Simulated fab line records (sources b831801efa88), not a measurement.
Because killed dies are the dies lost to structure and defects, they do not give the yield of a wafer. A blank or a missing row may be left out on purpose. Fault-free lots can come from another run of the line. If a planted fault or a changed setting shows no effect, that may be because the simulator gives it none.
Which tool is to blame?	flow sky130	Sampling: 13 lots, 39 wafers, 3 of 708 route steps

== WHAT EACH GAUGE READ, for each wafer ==
SKY_NWELL_OVL_MEAS_10.
lot	measured	on	NWELL_00_OVL (nm)
L757	day 4 12:47	overlay-02	1.0 -0.2 -1.6
L758	day 4 19:40	overlay-01	1.3 -0.4 -0.7
L760	day 5 06:04	overlay-02	-1.1 0.0 -0.5
L763	day 6 02:18	overlay-01	-1.1 -1.0 -1.8
L764	day 6 11:08	overlay-02	3.2 2.7 3.0
L765	day 6 20:28	overlay-02	1.9 1.7 2.9
L766	day 7 04:19	overlay-02	-3.6 -4.5 -3.4
L767	day 7 03:58	overlay-01	1.3 0.2 0.5
L771	day 8 01:38	overlay-02	-1.6 -2.1 -0.9
L772	day 8 06:35	overlay-01	0.6 0.7 -0.8
L776	day 9 04:50	overlay-02	0.5 0.8 0.4
L779	day 9 21:19	overlay-02	0.3 -0.9 0.6
L780	day 10 11:22	overlay-01	0.1 -0.8 0.0

== WHAT TOOL EACH LOT RAN ON (gives the tool, then ch and the chambers of the sampled wafers, and finally the start) ==
lot	SKY_FIELD_ISO_CMP_27	SKY_PWDE_STRIP_09
L757	cmp-01 ch 0,2,3, day 2 09:46	plasma asher-03 ch 0, day 3 20:29
L758	cmp-01 ch 0,1,2, day 2 15:11	plasma asher-04 ch 0,1, day 4 02:48
L760	cmp-01 ch 1,2, day 3 01:19	plasma asher-01 ch 0, day 4 13:11
L763	cmp-02 ch 2,3, day 3 18:08	plasma asher-04 ch 0,1, day 5 07:40
L764	cmp-01 ch 2,3, day 3 23:44	plasma asher-03 ch 0,1, day 5 16:20
L765	cmp-01 ch 0,1, day 4 09:41	plasma asher-01 ch 0,1, day 6 01:44
L766	cmp-01 ch 0,2,3, day 4 12:43	plasma asher-04 ch 0, day 6 08:25
L767	cmp-01 ch 1,2, day 4 14:13	plasma asher-01 ch 0,1, day 6 08:15
L771	cmp-01 ch 0,2,3, day 5 10:20	plasma asher-04 ch 0,1, day 7 04:53
L772	cmp-02 ch 0,3, day 5 18:30	plasma asher-03 ch 0,1, day 7 11:32
L776	cmp-02 ch 1,2,3, day 6 13:35	plasma asher-04 ch 0,1, day 8 08:03
L779	cmp-01 ch 0,2,3, day 7 03:36	plasma asher-04 ch 0, day 8 22:55
L780	cmp-02 ch 1,2,3, day 7 10:27	plasma asher-04 ch 0,1, day 9 13:14
- SKY_FIELD_ISO_CMP_27: polishes, stops on Si3N4, t overpolish 16 s, target thk 457.8 nm.
- SKY_PWDE_STRIP_09: strips in O2/N2.

== WHAT THE TOOLS THEMSELVES READ (means of the sampled wafers that have a number; where no wafer has one, the mark that the record gives instead) ==
SKY_FIELD_ISO_CMP_27.
lot	tool	motor current A (A)	overpolish run s (s)	time to endpoint s (s)
L757	cmp-01	11.9	16.006	114
L758	cmp-01	12.3	16.012	111
L760	cmp-01	12.4	15.988	114
L763	cmp-02	12.6	15.995	116
L764	cmp-01	12.0	16.004	110
L765	cmp-01	11.9	16.004	113
L766	cmp-01	11.7	16.001	108
L767	cmp-01	12.6	16.000	111
L771	cmp-01	12.0	16.002	110
L772	cmp-02	13.0	16.003	114
L776	cmp-02	11.7	16.005	121
L779	cmp-01	12.1	15.989	114
L780	cmp-02	11.4	15.998	118

SKY_PWDE_STRIP_09.
lot	tool	chamber pressure mTorr (mTorr)	drypump motor current A (A)	oes product au (a.u.)	strip time to endpoint s (s)
L757	plasma asher-03	1499.4	5.4	0.723	36.87
L758	plasma asher-04	1499.8	6.1	0.723	36.80
L760	plasma asher-01	1499.3	6.2	0.720	36.99
L763	plasma asher-04	1501.1	6.1	0.723	36.90
L764	plasma asher-03	1500.2	5.9	0.726	36.86
L765	plasma asher-01	1499.6	5.8	0.725	37.01
L766	plasma asher-04	1500.0	6.1	0.722	36.91
L767	plasma asher-01	1500.5	5.5	0.720	37.09
L771	plasma asher-04	1499.6	6.1	0.717	36.93
L772	plasma asher-03	1499.6	5.9	0.724	36.93
L776	plasma asher-04	1500.2	6.1	0.726	36.80
L779	plasma asher-04	1500.7	6.0	0.729	37.00
L780	plasma asher-04	1500.3	6.1	0.726	36.98

== THE ANSWER, worked out from the rows above alone ==
Rule: what is usual is taken from the lots themselves. Put in order of their means at a reading, lots are off if they are a third of the lots or fewer, leave a main group of 4 or more, and stand apart from it by a gap of 3 or more times the standard deviation of the main group's means; of several such gaps the widest counts. Not used: any main group whose means are identical at the precision the tables above print for the reading. Also off: a lot with no number at a reading for which 4 or more lots have one. All remaining lots with rows at the step are treated as sound. The gauges are gone through in route order, then the tools' own readings, and for those a lot's mean is taken as printed above. The first step at which some lot is off is used, and at that step the reading that is off furthest; a lot without a number counts as furthest.
None of the lots is off at any reading shown; this tells nothing.

== WHAT WAS PUT IN BY THE SIMULATOR ==
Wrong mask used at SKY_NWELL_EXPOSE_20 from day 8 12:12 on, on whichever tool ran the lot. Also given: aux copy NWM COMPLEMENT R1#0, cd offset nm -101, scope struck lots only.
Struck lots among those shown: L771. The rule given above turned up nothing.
